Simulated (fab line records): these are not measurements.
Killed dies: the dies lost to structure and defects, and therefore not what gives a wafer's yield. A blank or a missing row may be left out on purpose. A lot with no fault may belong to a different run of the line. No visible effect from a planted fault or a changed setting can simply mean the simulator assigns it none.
Check for tools in common	flow gf180mcu	15 lots, 54 wafers sampled

## THE REASON FOR OPENING IT
At GF_V4_THK_MEAS_01 the reading V4_CVD_00_THK is flagged on 3 of 15 lots. No-fault wafers: 602 nm, standard deviation 6.9.
Rule: a lot is flagged when every wafer of it that has a number lies more than 4 standard deviations from that mean, or none has a number. The other lots count as sound.

lot	measured	on	V4_CVD_00_THK (nm), wafer by wafer	flag
L228	day 23 16:44	filmMetro-04	599 609 602	
L229	day 23 19:19	filmMetro-04	609 610 609	
L231	day 24 21:48	filmMetro-01	610 607 607	
L232	day 25 02:01	filmMetro-04	596 594 600	
L234	day 25 18:00	filmMetro-02	1183 1194 1187 1182 1194 1187	FLAGGED
L237	day 26 15:07	filmMetro-01	1222 1195 1211 1222 1195 1210	FLAGGED
L238	day 27 02:04	filmMetro-04	1210 1220 1196 1211 1221 1196	FLAGGED
L240	day 27 09:56	filmMetro-01	612 592 605	
L241	day 27 20:25	filmMetro-04	601 585 598	
L242	day 28 03:10	filmMetro-04	602 611 602	
L244	day 28 15:25	filmMetro-04	603 597 603	
L245	day 28 17:03	filmMetro-04	602 592 604	
L246	day 29 08:00	filmMetro-01	597 593 594	
L247	day 29 16:46	filmMetro-02	599 603 596	
L248	day 29 18:29	filmMetro-01	601 614 609	
On average the flagged lots' numbers are 1202 nm, which is +600 nm against the usual, or +87 standard deviations.

## WHICH TOOL RAN EACH LOT
The record keeps 1 process step preceding the reading, out of 602 steps on the route. Read each cell as the tool, then ch plus the chambers that the sampled wafers visited, then the start.
lot	flag	GF_V4_CVD_00
L228		hdpcvd-01 ch 0,1,2, day 23 16:38
L229		hdpcvd-01 ch 0,2, day 23 19:14
L231		hdpcvd-02 ch 0,2, day 24 21:44
L232		hdpcvd-01 ch 0,1,2, day 25 01:56
L234	FLAGGED	hdpcvd-01 ch 0,1, day 25 17:39
L237	FLAGGED	hdpcvd-02 ch 0,1,2, day 26 14:38
L238	FLAGGED	hdpcvd-02 ch 0,1, day 27 01:45
L240		hdpcvd-01 ch 0,2, day 27 09:51
L241		hdpcvd-01 ch 1,2, day 27 20:20
L242		hdpcvd-02 ch 0,1,2, day 28 03:06
L244		hdpcvd-02 ch 0,1, day 28 15:20
L245		hdpcvd-01 ch 0,1, day 28 16:56
L246		hdpcvd-01 ch 0,2, day 29 07:56
L247		hdpcvd-02 ch 0,2, day 29 16:41
L248		hdpcvd-02 ch 0,1,2, day 29 18:25
What the steps here do:
- GF_V4_CVD_00: deposits SiO2, target thk 600 nm, time 100 s.
- GF_V4_THK_MEAS_01

## FLAGGED OVER TOTAL, TOOL BY TOOL (the gauges that took the reading come last)
step	tool	lots run	flagged	share of the flagged lots	sound lots run after its first flagged lot
GF_V4_CVD_00	hdpcvd-01	8	1	some	4 (L240,L241,L245,L246)
GF_V4_CVD_00	hdpcvd-02	7	2	some	4 (L242,L244,L247,L248)
GF_V4_THK_MEAS_01	filmMetro-01	5	1	some	3 (L240,L246,L248)
GF_V4_THK_MEAS_01	filmMetro-02	2	1	some	1 (L247)
GF_V4_THK_MEAS_01	filmMetro-04	8	1	some	4 (L241,L242,L244,L245)

## WHAT IS ALLOWED BY THE TABLE
No row of the table ran every flagged lot.

## WHAT THE SIMULATOR HAD PUT IN
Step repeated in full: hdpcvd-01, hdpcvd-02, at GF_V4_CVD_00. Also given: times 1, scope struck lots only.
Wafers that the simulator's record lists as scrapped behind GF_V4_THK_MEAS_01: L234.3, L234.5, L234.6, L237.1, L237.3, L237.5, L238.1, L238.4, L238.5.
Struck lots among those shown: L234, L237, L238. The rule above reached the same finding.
